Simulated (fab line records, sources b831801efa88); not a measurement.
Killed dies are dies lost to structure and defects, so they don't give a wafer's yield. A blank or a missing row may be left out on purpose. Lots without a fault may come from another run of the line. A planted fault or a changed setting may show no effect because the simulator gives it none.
Which tool did it? | flow gf180mcu | 6 lots, 17 wafers sampled, at 3 steps of a route of 602

WHAT THE GAUGES READ, wafer by wafer
GF_CONTACT_CD_MEAS_14: target cd 220 nm.
lot  | measured     | on        | cd_nm (nm)
L674 | day 16 07:52 | cd_sem-01 | 216.6 215.9 218.6
L676 | day 17 03:23 | cd_sem-01 | 221.2 219.5 220.7
L678 | day 17 22:58 | cd_sem-01 | 220.8 219.0 220.1
L680 | day 18 19:39 | cd_sem-02 | 221.7 222.2 220.6
L689 | day 21 22:29 | cd_sem-01 | 205.0 203.6
L695 | day 24 02:14 | cd_sem-02 | 217.5 217.1 218.2

WHICH TOOL RAN EACH LOT (tool, then ch and the chambers of the sampled wafers, then the start)
lot  | GF_SALICIDE_RTA_06               | GF_CONTACT_EXPOSE_11
L674 | rtp_anneal-01 ch 0, day 15 08:31 | krf_scanner-02 ch 0, day 15 20:26
L676 | rtp_anneal-02 ch 0, day 16 03:29 | krf_scanner-01 ch 0, day 16 16:12
L678 | rtp_anneal-02 ch 0, day 16 22:43 | krf_scanner-02 ch 0, day 17 11:06
L680 | rtp_anneal-02 ch 0, day 17 19:04 | krf_scanner-02 ch 0, day 18 07:24
L689 | rtp_anneal-02 ch 0, day 20 22:20 | krf_scanner-02 ch 0, day 21 10:58
L695 | rtp_anneal-02 ch 0, day 23 02:29 | krf_scanner-01 ch 0, day 23 15:02
- GF_SALICIDE_RTA_06: time 30 s.
- GF_CONTACT_EXPOSE_11: exposes mask Contact, target cd 220 nm.

THE ANSWER, worked out from the rows above alone
Rule: what is usual is taken from the lots themselves. Put in order of their means at a reading, lots are off if they are a third of the lots or fewer, leave a main group of 4 or more, and stand apart from it by a gap of 3 or more times the standard deviation of the main group's means; of several such gaps the widest counts. A main group whose means are all the same, to the digits that the tables above print for the reading, isn't used. A lot without any number at a reading at which 4 lots or more have one is off too. The other lots that the step has rows for count as sound.
Off: L689, at GF_CONTACT_CD_MEAS_14 (cd_nm). The main group: mean 219.3 nm, standard deviation 1.7.
A tool fits if, at a process step before that reading, it ran every lot that is off, and no sound lot after the first of them. The gauges at GF_CONTACT_CD_MEAS_14 are tried like those tools. Can't be told from this: 2 tools fit, krf_scanner-02 at GF_CONTACT_EXPOSE_11, cd_sem-01 at GF_CONTACT_CD_MEAS_14.

WHAT THE SIMULATOR HAD PUT IN
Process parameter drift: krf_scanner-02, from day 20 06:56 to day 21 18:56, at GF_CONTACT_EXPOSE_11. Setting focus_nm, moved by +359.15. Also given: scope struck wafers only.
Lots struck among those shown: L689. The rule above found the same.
